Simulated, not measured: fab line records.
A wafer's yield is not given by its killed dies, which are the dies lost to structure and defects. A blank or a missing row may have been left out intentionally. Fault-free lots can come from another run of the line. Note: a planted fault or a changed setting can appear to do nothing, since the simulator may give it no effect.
8D (eight disciplines) problem report, filled in by code    flow sky130    the parts of the form that need people (team, actions taken, sign-off) are left out

## 1. WHAT WENT WRONG
METAL1_ALCU_RS at SKY_METAL1_RS_MEAS_05 reads a mean of 0.1101 ohm/sq on 3 wafers of 3 lots; wafers without a fault read 0.1272 ohm/sq with a standard deviation of 0.0016. That is -11 standard deviations from the usual mean.
The step: measures by four-point-probe.
First seen on wafer L831.4, day 36 00:14, on film_metro-04. At this step, 30 wafers from 10 lots have a number in the record. Rule for "out" (also "out of limits"): further than 4 standard deviations from the usual mean. The rest of the wafers with a number are treated as sound.

## 2. WHAT IT IS, WHAT IT ISN'T
question                     is                            is not
which readings at this step  METAL1_ALCU_RS                -
which lots                   L831, L832, L833              L818, L822, L823, L826, L830, L835, L837
which wafers of those lots   L831.4, L832.3, L833.1        L831.1, L831.2, L832.2, L832.6, L833.4, L833.5
read on which gauges         film_metro-02, film_metro-04  film_metro-01
when                         from day 36 00:14             up to then (17 sound wafers); but 10 sound wafers of L832, L833, L835, L837 came after

## 3. WHAT RULES OUT EACH SUSPECT
Counting: if a tool at a process step up to the reading ran every lot that is out, it stays a suspect. Sound lots after the first of them don't rule it out here, since some wafers of a struck lot are sound.
- ruled out: the gauge at SKY_METAL1_RS_MEAS_05. Those wafers that are out were read across 2 gauges (film_metro-02, film_metro-04).
- pvd_sputter-04 at SKY_METAL1_SPUTTER_02 (material AlCu, target thk 250 nm, time 13.3 s): kept. Every lot that is out went through it, the first being L831 (day 36 00:08); the last sound lot it ran before that was L826 (day 34 13:02).
- pvd_sputter-04 at SKY_METAL1_SPUTTER_03 (material Ti, target thk 5 nm, time 3.3 s): kept. Every lot that is out went through it, the first being L831 (day 36 00:10); the last sound lot it ran before that was L826 (day 34 13:04).
The count leaves pvd_sputter-04 at SKY_METAL1_SPUTTER_03 and pvd_sputter-04 at SKY_METAL1_SPUTTER_02.

## 4. THE CAUSE (what the simulator had put in)
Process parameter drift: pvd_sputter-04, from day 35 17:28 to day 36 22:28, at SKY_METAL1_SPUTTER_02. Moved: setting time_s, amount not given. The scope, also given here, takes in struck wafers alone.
Counting left 2 suspects, and this tool is among them.

## 5. THE EFFECT CHAIN, in route order
One row per reading whose mean, taken over the struck wafers that have a number, lies over 3 standard deviations from the usual. Readings are gone through only where the record gives a usual standard deviation; hours: the median, over the lots, of the time from a lot's start at the first step in this table giving one to that lot's start at this step; sigmas: the change measured in usual standard deviations.
hours  step                    reading          usual          on struck wafers  change   sigmas
0      SKY_METAL1_RS_MEAS_05   METAL1_ALCU_RS   0.1272 ohm/sq  0.1101            -0.0171  -11
0      SKY_METAL1_THK_MEAS_06  METAL1_ALCU_THK  252 nm         291               +39      +12
At these later measuring or inspecting steps, every struck wafer for which the step has a row has a number for every such reading, and none has moved that far: SKY_METAL1_OVL_MEAS_16.

## 6. HOW IT WOULD HAVE BEEN CAUGHT EARLIER
In this record the first reading out of limits at a measuring or inspecting step was taken at day 36 00:14, 7 hours after the fault began at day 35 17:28.
An alarm limit of 4 standard deviations would not have fired on the tool readings at SKY_METAL1_SPUTTER_02 for which the record gives a usual standard deviation, since none of them was out on any struck wafer.
Among the 3 lots that are out, L832, L833 began SKY_METAL1_SPUTTER_02 on pvd_sputter-04 after day 36 00:14. A hold on the tool at that time would have spared those 2.
